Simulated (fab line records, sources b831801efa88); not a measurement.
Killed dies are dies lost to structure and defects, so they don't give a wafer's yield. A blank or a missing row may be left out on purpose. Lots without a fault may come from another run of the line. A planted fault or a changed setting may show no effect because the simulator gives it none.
One fault seen from 2 desks | flow gf180mcu | each desk has only its own numbers; what lay behind them comes last

THE METROLOGY DESK
What the gauges read, lot by lot, whatever tool the lot ran on: means of the sampled wafers that have a number. A lot is out of limits, marked OUT, if its mean lies more than 4 standard deviations from the usual mean; the brackets give that distance. Of its 9 readings 7 are shown: those that lie furthest out on some lot.
Columns: A = V2_W_THK at GF_V2_THK_MEAS_25, usual 351 nm; B = M3_ALCU_RS at GF_M3_RS_MEAS_05, usual 0.0691 ohm/sq; C = M3_ALCU_THK at GF_M3_THK_MEAS_06, usual 464 nm; D = cd_nm at GF_M3_CD_MEAS_14, usual 280.3 nm; E = M3_OVL at GF_M3_OVL_MEAS_15, usual -4 nm; F = V3_CVD_00_THK at GF_V3_THK_MEAS_01, usual 597 nm; G = V3_BOW at GF_V3_BOW_MEAS_05, usual 114 um
lot  | first seen here | A   | B      | C   | D     | E   | F   | G
L525 | day 24 17:20    | 348 | 0.0690 | 462 | 281.9 | -0  | 602 | 95
L526 | day 25 04:10    | 352 | 0.0697 | 460 | 278.9 | -6  | 591 | 115
L529 | day 26 04:53    | 352 | 0.0697 | 463 | 280.8 | -8  | 592 | 113
L530 | day 26 11:48    | 342 | 0.0687 | 469 | 279.2 | -1  | 599 | 123
L531 | day 26 23:11    | 341 | 0.0692 | 464 | 281.2 | -1  | 597 | 108
L535 | day 27 17:01    | 348 | 0.0697 | 463 | 281.5 | -13 | 599 | 128
This desk's finding: nothing out of limits on any of the 6 lots.

THE TOOL OWNER'S DESK: pvd_sputter-01
The tool's own readings at GF_M3_SPUTTER_04 (material TiN, target thk 50 nm, time 41.7 s): means of the sampled wafers that have a number, for each lot that ran on this tool. A lot is out of limits, marked OUT, if its mean lies more than 4 standard deviations from the usual mean; the brackets give that distance.
Columns: A = throttle_valve_pct at GF_M3_SPUTTER_04, usual 30.2 %
lot  | first seen here | A
L525 | day 24 17:58    | 30.9
L529 | day 26 05:32    | 30.9
L535 | day 27 17:38    | 31.0
This desk's finding: nothing out of limits on any of the 3 lots.

PUT TOGETHER
The metrology desk saw nothing out of limits.
The tool owner's desk saw nothing out of limits.

WHAT THE SIMULATOR HAD PUT IN
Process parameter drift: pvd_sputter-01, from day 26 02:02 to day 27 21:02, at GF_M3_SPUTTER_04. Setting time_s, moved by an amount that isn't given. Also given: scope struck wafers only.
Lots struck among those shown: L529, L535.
